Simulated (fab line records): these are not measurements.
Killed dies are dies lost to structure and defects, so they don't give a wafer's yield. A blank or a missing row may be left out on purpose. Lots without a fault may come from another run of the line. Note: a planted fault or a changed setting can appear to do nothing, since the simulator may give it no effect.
Code-filled problem report in 8D (eight disciplines) form    flow sky130    the parts of the form that need people (team, actions taken, sign-off) are left out

## 1. WHAT IS WRONG
Across 6 wafers from 2 lots, SD_N_RS at SKY_SD_N_RS_MEAS_16 averages 67.68 ohm/sq, while fault-free wafers read 68.56 ohm/sq with a standard deviation of 0.11. That puts it -8.0 standard deviations away from the usual mean.
The step: measures by four-point-probe.
Earliest sighting: wafer L629.1 on film_metro-03 at day 33 12:02. The record has a number at this step for 33 wafers belonging to 11 lots. Rule for "out", or "out of limits": more than 4 standard deviations from the usual mean. Any other wafer with a number is counted as sound.

## 2. WHAT IT IS; WHAT IT IS NOT
question                     is                            is not
which readings at this step  SD_N_RS                       -
which lots                   L629, L630                    L615, L618, L621, L623, L624, L625, L628, L637, L638
which wafers of those lots   all that have a number        -
read on which gauges         film_metro-03, film_metro-04  film_metro-02
when                         from day 33 12:02             up to then (21 sound wafers); but 6 sound wafers of L637, L638 came after

## 3. THE SUSPECTS, EACH WITH WHAT RULES IT OUT
Counting: a tool stays on the suspect list if, at a process step up to the reading, it processed all lots that are out and no sound lot following the first of them.
- the gauge at SKY_SD_N_RS_MEAS_16 has been ruled out. The wafers that are out were read on 2 gauges (film_metro-03, film_metro-04).
- plasma_asher-04 at SKY_POLY_CUT_STRIP_12 (strips in O2/N2): ruled out as a lasting fault. The sound lots L638 went through it after L629, its earliest lot that is out (day 29 23:08).
- implanter-02 at SKY_SD_N_IMPLANT_09: kept. It processed each lot that is out, first L629 at day 33 11:17, and no sound lot thereafter; up to then, the last sound lot it processed was L625 at day 31 21:37. Out on those wafers are its own readings of beam_energy_keV.
After counting, what remains is implanter-02 at SKY_SD_N_IMPLANT_09.

## 4. THE CAUSE (what the simulator had put in)
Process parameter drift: implanter-02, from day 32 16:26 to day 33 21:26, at SKY_SD_N_IMPLANT_09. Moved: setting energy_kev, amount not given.
Counting left only this tool.

## 5. THE CHAIN OF EFFECTS, in route order
One row per reading whose mean, taken over the struck wafers that have a number, lies over 3 standard deviations from the usual. Scope: only readings with a usual standard deviation given in the record; hours: median across lots of the time from each lot's start at the first step in this table that gives one to its start at this step; sigmas: change in usual standard deviations.
hours  step                 reading                   usual         on struck wafers  change  sigmas
0      SKY_SD_N_IMPLANT_09  beam_energy_keV           50.001        51.278            +1.277  +67
0      SKY_SD_N_STRIP_11    strip_time_to_endpoint_s  22.55 s       22.71             +0.16   +4.1
1      SKY_SD_N_RS_MEAS_16  SD_N_RS                   68.56 ohm/sq  67.68             -0.88   -8.0
It contains these process steps:
- SKY_SD_N_IMPLANT_09
- SKY_SD_N_STRIP_11: strips in O2/N2.

## 6. WHAT WOULD HAVE CAUGHT IT SOONER
20 hours passed between the start of the fault at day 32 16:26 and the first reading out of limits at a measuring or inspecting step in this record, taken at day 33 12:02.
Tool's own readings at SKY_SD_N_IMPLANT_09, beam_energy_keV: out on all struck wafers the step has rows for; an alarm limit on them would have tripped on the first.
Of the lots that are out (2), L630 began SKY_SD_N_IMPLANT_09 on implanter-02 after day 33 12:02. Holding the tool at that time would have saved it.
